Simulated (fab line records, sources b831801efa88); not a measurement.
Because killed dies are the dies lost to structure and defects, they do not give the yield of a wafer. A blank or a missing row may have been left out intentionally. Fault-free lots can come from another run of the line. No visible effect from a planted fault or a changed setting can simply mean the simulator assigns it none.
fab line records ; flow sfq-line
record: lots: 6; wafers: 18; last-day: 80
route steps=325 shown R5@220 I5@228
lots that met no fault: from a run of the same line without faults
start-h: the number of hours between the record's first day and the start of the first shown wafer of the lot ; wait-h: hours from the lot's prior step to this one ; " unchanged from the row above ; L1.1+2: one row covering several wafers at once ; - no value, or no start given ; * or withheld: withheld ; < > ~ a bound
route shown NAME@n: NAME is a module with steps in the file, n the number in the route of the first one ; usual: the fault-free wafers' mean and standard deviation ; same: alike in all rows ; chamber/n: place in a boat ; sites: each site's reading ; _std_site: their standard deviation ; _edge_site: the outer-site mean with the inner-site mean subtracted ; radius-mm: for every site, how far away it sits from the centre of the wafer ; mask NAME#n: copy n ; behind: tool/chamber where the wafer was last shaped ; hold: reason for holding the lot/hours on hold/outcome of the hold ; device: the transistor (n, p or np) that didn't switch ; end of line: the same wafers' tests at the end of the route ; where a step has no rows: the recipe by itself ; killed: at the first sort, the dies lost to defects and structure; wafer yield is something else ; map: a wafer's dies, x killed, . not, _ none there
set.NAME: setting as actually run; set.NAME@STEP: the setting as run at that earlier step ; model.NAME: the simulator's own value behind a step, which no gauge read
lots at selected steps of the route; one table per step, one row per wafer
services: when a tool's chamber went out of use (start-h, in hours from the record's first day, below 0 if earlier), for how many hours, and the reason
== steps ==
step: SFQ_TRILAYER_R5_LITHO_EXPOSE_137
recipe: mask-id: R5; na: 0.6; source-shape: conventional; sigma-outer: 0.65; target-cd-nm: 500; dose-mj: 14.4
step: SFQ_TRILAYER_R5_LITHO_PEB_139
recipe: peb-temp-c: 115; peb-time-s: 60; resist: KrF
step: SFQ_TRILAYER_R5_LITHO_DEVELOP_138
recipe: time-s: 60; resist: KrF
step: SFQ_R5_OVL_MEAS_935
usual: R5_OVL: 3/5.7
lot.wafer;tool;chamber;start-h;wait-h;R5_OVL[nm]
L499.2;overlay-01;-;1259.12;0.1;10
L499.3;overlay-01;-;1259.12;0.1;6
L499.4;overlay-01;-;1259.12;0.1;9
L500.1;overlay-01;-;1266.31;0.1;-4
L500.5;overlay-01;-;1266.31;0.1;-6
L500.6;overlay-01;-;1266.31;0.1;-1
L503.1;overlay-02;-;1292.84;0.1;-2
L503.2;overlay-02;-;1292.84;0.1;-3
L503.5;overlay-02;-;1292.84;0.1;0
L505.2;overlay-01;-;1297.74;0.1;1
L505.4;overlay-01;-;1297.74;0.1;2
L505.6;overlay-01;-;1297.74;0.1;6
L519.3;overlay-02;-;1556.78;0.1;9
L519.4;overlay-02;-;1556.78;0.1;2
L519.5;overlay-02;-;1556.78;0.1;4
L520.1;overlay-01;-;1563.97;0.1;10
L520.3;overlay-01;-;1563.97;0.1;10
L520.5;overlay-01;-;1563.97;0.1;2
step: SFQ_TRILAYER_R5_BARC_OPEN_METAL_ETCH_177
recipe: mask-material: PR; chemistry: O2; target-depth-nm: 125; target: BARC; icp-w: 600; bias-w: 80; pressure-mtorr: 10; time-s: 41.7
usual: drypump-motor-current-A: 5.4/0.37; oes-product-au: 0.685/0.0046; rf-fwd-power-W: 594.2/2.1
lot.wafer;tool;chamber;start-h;wait-h;drypump-motor-current-A;oes-product-au;rf-fwd-power-W;rf-hours-counter-h
L499.2;rie-metal-03;1;1259.15;0.0;5.4;0.686;593.6;108
L499.3;rie-metal-03;0;1259.15;0.0;5.3;0.685;595.5;-
L499.4;rie-metal-03;1;1259.15;0.0;5.4;0.697;593.6;-
L500.1;rie-metal-04;1;1266.35;0.0;4.9;0.683;596.7;0
L500.5;rie-metal-04;1;1266.35;0.0;4.8;0.687;596.9;-
L500.6;rie-metal-04;0;1266.35;0.0;5.1;0.686;590.9;-
L503.1;rie-metal-02;1;1292.87;0.0;5.9;0.688;594.3;15
L503.2;rie-metal-02;0;1292.87;0.0;5.8;0.687;594.0;55
L503.5;rie-metal-02;0;1292.87;0.0;5.7;0.685;595.4;-
L505.2;rie-metal-04;0;1297.77;0.0;5.1;0.687;594.1;143
L505.4;rie-metal-04;1;1297.77;0.0;4.9;0.686;592.6;-
L505.6;rie-metal-04;1;1297.77;0.0;4.9;0.693;594.7;-
L519.3;rie-metal-03;0;1556.83;0.0;5.3;0.682;594.3;-
L519.4;rie-metal-03;1;1556.83;0.0;5.4;0.684;593.2;-
L519.5;rie-metal-03;0;1556.83;0.0;5.3;0.684;595.3;-
L520.1;rie-metal-04;1;1564.01;0.0;4.9;0.685;596.9;40
L520.3;rie-metal-04;0;1564.01;0.0;5.1;0.681;595.3;-
L520.5;rie-metal-04;0;1564.01;0.0;5.1;0.684;591.5;-
step: SFQ_TRILAYER_R5_ETCH_METAL_ETCH_139
recipe: stop-on: SiO2; mask-material: PR; chemistry: Cl2; target-depth-nm: 60; icp-w: 600; bias-w: 80; pressure-mtorr: 10; time-s: 40
usual: drypump-motor-current-A: 5.4/0.37; oes-product-au: 0.993/0.0059; rf-fwd-power-W: 594.1/2.6
lot.wafer;tool;chamber;start-h;wait-h;drypump-motor-current-A;oes-product-au;rf-fwd-power-W;rf-hours-counter-h
L499.2;rie-metal-03;1;1259.21;0.0;5.4;0.996;593.8;108
L499.3;rie-metal-03;0;1259.21;0.0;5.3;0.996;593.2;-
L499.4;rie-metal-03;1;1259.21;0.0;5.4;1.003;594.1;-
L500.1;rie-metal-04;1;1266.41;0.0;4.9;0.993;593.9;0
L500.5;rie-metal-04;1;1266.41;0.0;4.8;0.998;598.2;-
L500.6;rie-metal-04;0;1266.41;0.0;5.1;0.999;595.8;-
L503.1;rie-metal-02;1;1292.93;0.0;5.9;0.994;591.7;15
L503.2;rie-metal-02;0;1292.93;0.0;5.8;0.995;598.8;55
L503.5;rie-metal-02;0;1292.93;0.0;5.7;0.998;596.3;-
L505.2;rie-metal-04;0;1297.83;0.0;5.1;0.995;594.6;143
L505.4;rie-metal-04;1;1297.83;0.0;4.8;0.987;593.9;-
L505.6;rie-metal-04;1;1297.83;0.0;4.9;0.990;594.9;-
L519.3;rie-metal-03;0;1556.89;0.0;5.3;0.989;596.8;-
L519.4;rie-metal-03;1;1556.89;0.0;5.4;0.990;595.3;-
L519.5;rie-metal-03;0;1556.89;0.0;5.3;0.982;595.5;-
L520.1;rie-metal-04;1;1564.07;0.0;4.8;0.984;595.8;41
L520.3;rie-metal-04;0;1564.07;0.0;5.1;0.997;594.0;-
L520.5;rie-metal-04;0;1564.07;0.0;5.1;0.995;596.2;-
step: SFQ_TRILAYER_R5_STRIP_STRIP_140
recipe: gas: O2; power-w: 200; platen-temp-c: 40; overash-fraction: 0.65; chemistry: O2; pressure-mtorr: 50
usual: drypump-motor-current-A: 5.4/0.37; oes-product-au: 1.008/0.011
lot.wafer;tool;chamber;start-h;wait-h;drypump-motor-current-A;oes-product-au;rf-hours-counter-h
L499.2;rie-metal-03;1;1259.27;0.0;5.4;1.017;108
L499.3;rie-metal-03;0;1259.27;0.0;5.3;0.991;-
L499.4;rie-metal-03;1;1259.27;0.0;5.4;1.019;-
L500.1;rie-metal-04;1;1266.47;0.0;4.9;1.005;0
L500.5;rie-metal-04;1;1266.47;0.0;4.9;1.009;-
L500.6;rie-metal-04;0;1266.47;0.0;5.1;1.017;-
L503.1;rie-metal-02;1;1292.99;0.0;6.0;1.011;15
L503.2;rie-metal-02;0;1292.99;0.0;5.8;1.010;56
L503.5;rie-metal-02;0;1292.99;0.0;5.7;1.018;-
L505.2;rie-metal-04;0;1297.89;0.0;5.1;1.017;143
L505.4;rie-metal-04;1;1297.89;0.0;4.9;1.013;-
L505.6;rie-metal-04;1;1297.89;0.0;4.9;1.011;-
L519.3;rie-metal-03;0;1557.13;0.2;5.3;0.999;-
L519.4;rie-metal-03;1;1557.13;0.2;5.4;1.006;-
L519.5;rie-metal-03;0;1557.13;0.2;5.3;1.003;-
L520.1;rie-metal-04;1;1564.13;0.0;4.8;0.973;41
L520.3;rie-metal-04;0;1564.13;0.0;5.1;1.013;-
L520.5;rie-metal-04;0;1564.13;0.0;5.1;1.017;-
step: SFQ_TRILAYER_R5_STRIP_SOLV_CLEAN_141
recipe: chemistry: NMP; temp-c: 70; time-s: 600
step: SFQ_TRILAYER_A5C_DEP_PECVD_142
recipe: material: SiO2; temp-c: 150; time-s: 15.556; pressure-torr: 2.4; rf-w: 183.3; precursor: SiH4/N2O; target-thk-nm: 70
usual: heater-power-w: 76/14; rf-fwd-power-W: 180.2/1.2; throttle-valve-pct: 24.5/0.76
lot.wafer;tool;chamber;start-h;wait-h;heater-power-w;rf-fwd-power-W;since-wet-clean-h;throttle-valve-pct
L499.2;pecvd-01;2;1260.04;0.0;77;180.9;1052;25.6
L499.3;pecvd-01;0;1260.04;0.0;89;179.8;1052;24.6
L499.4;pecvd-01;1;1260.04;0.0;64;178.7;-;23.9
L500.1;pecvd-01;2;1267.24;0.0;80;178.6;1059;25.4
L500.5;pecvd-01;1;1267.24;0.0;55;180.4;-;23.5
L500.6;pecvd-01;0;1267.24;0.0;85;181.0;-;24.4
L503.1;pecvd-03;2;1293.78;0.0;105;180.7;1455;26.2
L503.2;pecvd-03;1;1293.78;0.0;78;181.3;1455;26.5
L503.5;pecvd-03;1;1293.78;0.0;80;181.5;-;26.6
L505.2;pecvd-03;2;1298.67;0.0;94;181.4;1460;26.2
L505.4;pecvd-03;2;1298.67;0.0;93;181.1;-;26.0
L505.6;pecvd-03;1;1298.67;0.0;82;181.8;-;26.3
L519.3;pecvd-01;0;1557.70;0.0;72;180.5;1349;24.5
L519.4;pecvd-01;0;1557.70;0.0;73;181.1;-;24.5
L519.5;pecvd-01;1;1557.70;0.0;63;179.9;-;23.6
L520.1;pecvd-02;2;1564.90;0.0;69;179.9;987;24.9
L520.3;pecvd-02;1;1564.90;0.0;60;178.8;987;24.1
L520.5;pecvd-02;0;1564.90;0.0;90;180.7;-;24.5
step: SFQ_TRILAYER_I5_LITHO_COAT_149
recipe: resist: BARC; spin-rpm: 3000; resist-thk-nm: 62
step: SFQ_TRILAYER_I5_LITHO_COAT_144
recipe: resist: KrF; spin-rpm: 3000; resist-thk-nm: 650
step: SFQ_TRILAYER_I5_LITHO_SOFTBAKE_148
recipe: temp-c: withheld; time-s: withheld; resist: KrF
step: SFQ_TRILAYER_I5_LITHO_EXPOSE_145
recipe: mask-id: I5; na: 0.6; source-shape: conventional; sigma-outer: 0.65; target-cd-nm: 700; dose-mj: 21.3
usual: exposure-dose-mJ-cm2: 21.302/0.02; focus-offset-nm: -0.1/0.49
lot.wafer;tool;chamber;start-h;wait-h;mask;exposure-dose-mJ-cm2;focus-offset-nm
L499.2;krf-scanner-02;0;1400.99;-;I5#0;21.301;-0.4
L499.3;krf-scanner-02;0;1400.99;-;I5#0;21.309;0.3
L499.4;krf-scanner-02;0;1400.99;-;I5#0;21.311;0.4
L500.1;krf-scanner-02;0;1405.59;-;I5#0;21.323;-0.5
L500.5;krf-scanner-02;0;1405.59;-;I5#0;21.286;-0.2
L500.6;krf-scanner-02;0;1405.59;-;I5#0;21.289;-0.2
L503.1;krf-scanner-01;0;1428.66;-;I5#0;21.284;-0.5
L503.2;krf-scanner-01;0;1428.66;-;I5#0;21.303;-0.1
L503.5;krf-scanner-01;0;1428.66;-;I5#0;21.310;0.0
L505.2;krf-scanner-01;0;1433.66;-;I5#0;21.286;-0.4
L505.4;krf-scanner-01;0;1433.66;-;I5#0;21.318;0.4
L505.6;krf-scanner-01;0;1433.66;-;I5#0;21.301;0.2
L519.3;krf-scanner-02;-;1560.08;-;I5#0;-;-
L519.4;krf-scanner-02;-;1560.08;-;I5#0;-;-
L519.5;krf-scanner-02;-;1560.08;-;I5#0;-;-
L520.1;krf-scanner-02;-;1567.23;-;I5#0;-;-
L520.3;krf-scanner-02;-;1567.23;-;I5#0;-;-
L520.5;krf-scanner-02;-;1567.23;-;I5#0;-;-
step: SFQ_TRILAYER_I5_LITHO_PEB_147
recipe: peb-temp-c: 115; peb-time-s: 60; resist: KrF
== services ==
tool;chamber;start-h;hours;kind
pecvd-01;-;1236.83;1.1;repair
rie-metal-02;1;1245.18;11.8;repair
pecvd-01;0;1247.11;11.3;repair
krf-scanner-02;-;1256.29;1.0;pm
rie-metal-02;-;1280.43;2.0;repair
rie-metal-04;1;1284.01;6.5;repair
krf-scanner-02;-;1293.74;1.3;pm
pecvd-01;-;1293.84;1.2;repair
krf-scanner-02;-;1298.64;0.8;pm
rie-metal-02;1;1312.15;21.1;repair
krf-scanner-02;-;1331.24;6.0;repair
rie-metal-03;-;1357.59;0.9;repair
rie-metal-02;-;1363.36;14.6;pm
rie-metal-03;-;1391.84;1.2;repair
rie-metal-03;0;1400.56;18.8;repair
krf-scanner-02;-;1421.19;7.2;pm
krf-scanner-02;-;1429.59;1.0;pm
krf-scanner-02;-;1467.18;0.8;pm
krf-scanner-02;-;1469.13;1.3;pm
krf-scanner-02;-;1484.80;0.3;repair
rie-metal-02;-;1495.19;0.2;repair
rie-metal-04;0;1528.84;5.5;repair
krf-scanner-02;-;1536.38;4.0;repair
krf-scanner-02;-;1554.34;0.2;repair
== key ==
first-sign: step: SFQ_TRILAYER_I5_LITHO_EXPOSE_145; reading: tool-record; direction: missing
effect none on later readings
met-at SFQ_TRILAYER_I5_LITHO_EXPOSE_145
struck-wafers L519.3,L519.4,L519.5,L520.1,L520.3,L520.5
onset-between 1405.59 1560.08
fault: kind: skipped-step-whole; tool: krf-scanner-02; chamber: -; onset-h: 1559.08; steps: SFQ_TRILAYER_I5_LITHO_EXPOSE_145; scope: struck-lots-only
